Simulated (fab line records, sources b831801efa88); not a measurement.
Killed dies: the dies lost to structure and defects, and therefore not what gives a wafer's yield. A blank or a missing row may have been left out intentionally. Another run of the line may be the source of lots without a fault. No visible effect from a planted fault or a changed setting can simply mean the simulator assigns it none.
A struck lot beside a sound one    flow sky130    14 steps out of a route of 708
Sound: these wafers, L552.2, L552.5, L552.6. Wafers struck: L550.3, L550.5, L550.6. The cause is named last.
Order at every step that has rows: each side's tool, ch and its chambers, its first start. Under that, the readings that differ: sound wafers    struck wafers    difference of the means    sigmas: that difference in standard deviations of wafers without a fault.
alike: readings whose means differ by less than 2 such deviations, and words and numbers that are the same on both sides. not compared: withheld readings, readings that some wafer has no value for, bounds like >300 that may hide the same value, and numbers for which the record gives no deviation and whose values overlap.
A row with sigmas, a row that says differs or no value, or rows on one side alone: a step with any of these is where the two part. Numbers that have no deviation but don't overlap get no sigmas and don't part them. A reading that every wafer of one side lacks parts them only if that side has two wafers or more.

SKY_NWELL_OVL_MEAS_10:
  struck on overlay-02, day 8 08:19; sound on overlay-01, day 9 00:32
  alike: NWELL_00_OVL
then, 3 steps without rows for these wafers: SKY_NWELL_IMPLANT_11; SKY_NWELL_IMPLANT_12; SKY_NWELL_IMPLANT_13.
SKY_NWELL_STRIP_14: strips in O2/N2.
  sound on plasmaAsher-03 ch 0,1, day 9 01:01; struck on plasmaAsher-03 ch 0,1, day 8 08:49
  alike: drypumpMotorCurrentA, oesProductAu, stripTimeToEndpointS
  not compared: rfHoursCounterH
SKY_NWELL_TW_MEAS_15:
  struck on filmMetro-04, day 8 08:55; sound on filmMetro-02, day 9 01:07
  alike: NWELL_TW
then, 6 steps without rows for these wafers: SKY_NWELL_DEHYDRATE_16 (time 60 s); SKY_NWELL_HMDS_17 (prime time 60 s); SKY_NWELL_COAT_18 (resist thk 3000 nm); SKY_NWELL_SOFTBAKE_19; SKY_NWELL_EXPOSE_20 (exposes mask NWM COMPLEMENT, target cd 840 nm); SKY_NWELL_PEB_21.
SKY_NWELL_DEVELOP_22: develop time 60 s.
  struck on lithoTrack-02, day 9 05:00; sound on lithoTrack-02 ch 0, day 9 22:00
  no value came back on the struck wafers for any of 5 readings (chillPlateTempC (C), developTimeS (s) and others); on the sound wafers chillPlateTempC (C) reads 23.02 22.86 23.04
SKY_NWELL_OVL_MEAS_23:
  struck on overlay-01, day 9 05:50; sound on overlay-01, day 9 22:41
reading            sound         struck  difference                     sigmas
NWELL_01_OVL (nm)  0.2 0.5 -0.8  - - -   no value on the struck wafers  

WHERE THEY PART
First at SKY_NWELL_DEVELOP_22; last, within this record, at SKY_NWELL_OVL_MEAS_23.

WHY: whatever the simulator had introduced
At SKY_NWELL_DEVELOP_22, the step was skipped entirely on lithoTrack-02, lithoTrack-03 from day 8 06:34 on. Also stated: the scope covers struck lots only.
